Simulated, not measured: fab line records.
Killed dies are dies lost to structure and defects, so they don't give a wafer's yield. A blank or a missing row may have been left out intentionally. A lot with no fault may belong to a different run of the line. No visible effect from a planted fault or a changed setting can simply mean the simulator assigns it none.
What tool caused it?    flow sky130    30 wafers from 10 lots sampled at 6 of the route's 708 steps

== WHAT THE GAUGES SHOWED, per wafer ==
SKY_CONTACT_OVL_MEAS_15. Usual: CONTACT_OVL gives 1 nm (standard deviation 5.3).
lot   measured      on          CONTACT_OVL (nm)  flag
L304  day 31 03:11  overlay-02  2 4 6             
L307  day 32 04:31  overlay-01  8 9 10            
L313  day 34 13:22  overlay-02  -2 -5 -2          
L314  day 34 20:41  overlay-02  -2 -11 -8         
L317  day 35 14:52  overlay-02  0 9 0             
L319  day 36 05:43  overlay-01  -7 3 -1           
L323  day 37 23:43  overlay-02  1 8 11            
L325  day 38 14:25  overlay-01  8 10 14           
L327  day 38 18:43  overlay-02  -5 8 4            
L326  day 38 19:35  overlay-01  -6 7 -3           

SKY_VIA1_RS_MEAS_22: the measuring method here is four-point-probe. Usual: VIA1_W_RS gives 0.431 ohm/sq (standard deviation 0.0042).
lot   measured      on             VIA1_W_RS (ohm/sq)  flag
L304  day 33 13:49  film-metro-04  0.432 0.435 0.439   
L307  day 34 15:34  film-metro-04  0.434 0.431 0.437   
L313  day 36 19:31  film-metro-02  0.313 0.314 0.314   OFF
L314  day 37 03:55  film-metro-02  0.319 0.317 0.318   OFF
L317  day 37 20:51  film-metro-04  0.430 0.431 0.423   
L319  day 38 12:11  film-metro-01  0.426 0.424 0.428   
L323  day 40 06:56  film-metro-04  0.432 0.431 0.435   
L325  day 40 19:55  film-metro-02  0.429 0.429 0.427   
L327  day 41 00:02  film-metro-04  0.435 0.433 0.434   
L326  day 41 01:02  film-metro-01  0.438 0.435 0.435   

SKY_VIA1_THK_MEAS_23: measures by xrf. Usual: VIA1_W_THK gives 271 nm (standard deviation 3.1).
lot   measured      on             VIA1_W_THK (nm)  flag
L304  day 33 13:55  film-metro-04  269 266 264      
L307  day 34 15:41  film-metro-04  268 268 265      
L313  day 36 19:37  film-metro-02  373 371 371      OFF
L314  day 37 04:01  film-metro-02  370 370 372      OFF
L317  day 37 20:58  film-metro-04  271 271 275      
L319  day 38 12:18  film-metro-01  272 277 273      
L323  day 40 07:03  film-metro-04  270 271 268      
L325  day 40 20:02  film-metro-02  273 272 274      
L327  day 41 00:10  film-metro-04  267 270 267      
L326  day 41 01:08  film-metro-01  265 268 266      

SKY_VIA2_BOW_MEAS_03. Usual: VIA2_BOW gives 87 um (standard deviation 7.3).
lot   measured      on             VIA2_BOW (um)  flag
L304  day 34 18:14  film-metro-01  89 85 84       
L307  day 35 20:19  film-metro-01  75 77 88       
L313  day 38 00:09  film-metro-01  92 93 94       
L314  day 38 08:06  film-metro-04  80 89 88       
L317  day 39 00:40  film-metro-01  81 83 89       
L319  day 39 16:08  film-metro-04  99 102 84      
L323  day 41 09:10  film-metro-04  90 73 96       
L325  day 41 21:16  film-metro-01  87 88 88       
L327  day 42 02:12  film-metro-03  82 90 86       
L326  day 42 03:02  film-metro-03  88 88 69       

== TOOL THAT RAN EACH LOT (tool first, then ch and the chambers of the sampled wafers, then the start) ==
lot   SKY_VIA1_CVD_21                SKY_VIA1_CMP_24
L304  cvd-w-01 ch 0,1, day 33 13:42  cmp-01 ch 0,1,2, day 33 14:04
L307  cvd-w-02 ch 0,1, day 34 15:28  cmp-02 ch 0,1,2, day 34 15:44
L313  cvd-w-01 ch 0,1, day 36 19:24  cmp-01 ch 0,3, day 36 19:43
L314  cvd-w-01 ch 0, day 37 03:48    cmp-01 ch 0,1,3, day 37 04:04
L317  cvd-w-02 ch 0, day 37 20:45    cmp-02 ch 1,2,3, day 37 21:08
L319  cvd-w-02 ch 0,1, day 38 12:02  cmp-01 ch 1,2, day 38 12:22
L323  cvd-w-01 ch 0,1, day 40 06:50  cmp-02 ch 0,2, day 40 07:10
L325  cvd-w-01 ch 1, day 40 19:49    cmp-01 ch 0,1,3, day 40 20:11
L327  cvd-w-02 ch 0, day 40 23:57    cmp-01 ch 1,2, day 41 00:13
L326  cvd-w-01 ch 0,1, day 41 00:55  cmp-02 ch 0,1, day 41 01:11
- SKY_VIA1_CVD_21: deposits W, target thk 270 nm, time 80.902 s.
- SKY_VIA1_CMP_24: polishes, stops on SiO2, t overpolish 15 s, target thk 0 nm.

== AS READ BY THE TOOLS THEMSELVES (means over the sampled wafers that have a number; for cases with no such wafer, the mark the record gives instead) ==
SKY_VIA1_CVD_21. Usual: heater-power-w at 867 W, with a standard deviation of 74.
lot   tool      heater-power-w (W)  flag
L304  cvd-w-01  852                 
L307  cvd-w-02  912                 
L313  cvd-w-01  826                 
L314  cvd-w-01  900                 
L317  cvd-w-02  843                 
L319  cvd-w-02  932                 
L323  cvd-w-01  837                 
L325  cvd-w-01  743                 
L327  cvd-w-02  853                 
L326  cvd-w-01  825                 

SKY_VIA1_CMP_24. Usual: edge-zone-pressure-frac 1.001, standard deviation 0.0049; motor-current-A 11.7 A, standard deviation 1; time-to-endpoint-s 65 s, standard deviation 3.1.
lot   tool    edge-zone-pressure-frac  motor-current-A (A)  time-to-endpoint-s (s)  flag
L304  cmp-01  1.003                    12.8                 63                      
L307  cmp-02  1.003                    11.8                 64                      
L313  cmp-01  0.998                    11.8                 86                      OFF
L314  cmp-01  1.005                    12.4                 90                      OFF
L317  cmp-02  1.001                    11.0                 68                      
L319  cmp-01  1.007                    12.0                 66                      
L323  cmp-02  1.002                    11.4                 66                      
L325  cmp-01  1.001                    12.9                 64                      
L327  cmp-01  0.993                    12.6                 60                      
L326  cmp-02  1.002                    11.5                 62                      

== THE ANSWER, worked out from the rows above alone ==
Rule: a lot is off if the mean of its wafers that have a number lies more than 3 standard deviations from the usual mean. Also off: a lot with no number at a reading for which 4 or more lots have one. Where the step has rows for the other lots, those lots are counted as sound. Order of review: gauges by route order, followed by the tools' own readings, for which a lot's mean as printed above is used. At the first step where some lot is off, the reading lying furthest off is the one used; lots without a number count as furthest.
Off: at SKY_VIA1_RS_MEAS_22 (VIA1_W_RS), L313, L314.
If a tool, at a process step before that reading, ran all the lots that are off and no sound lot after the first of them, it fits. The gauges at SKY_VIA1_RS_MEAS_22 aren't tried: what is off there is off at SKY_VIA1_CMP_24 too, on other tools, and a gauge's error can't cause that. Of those tried, none fits.

== WHAT WAS PUT IN BY THE SIMULATOR ==
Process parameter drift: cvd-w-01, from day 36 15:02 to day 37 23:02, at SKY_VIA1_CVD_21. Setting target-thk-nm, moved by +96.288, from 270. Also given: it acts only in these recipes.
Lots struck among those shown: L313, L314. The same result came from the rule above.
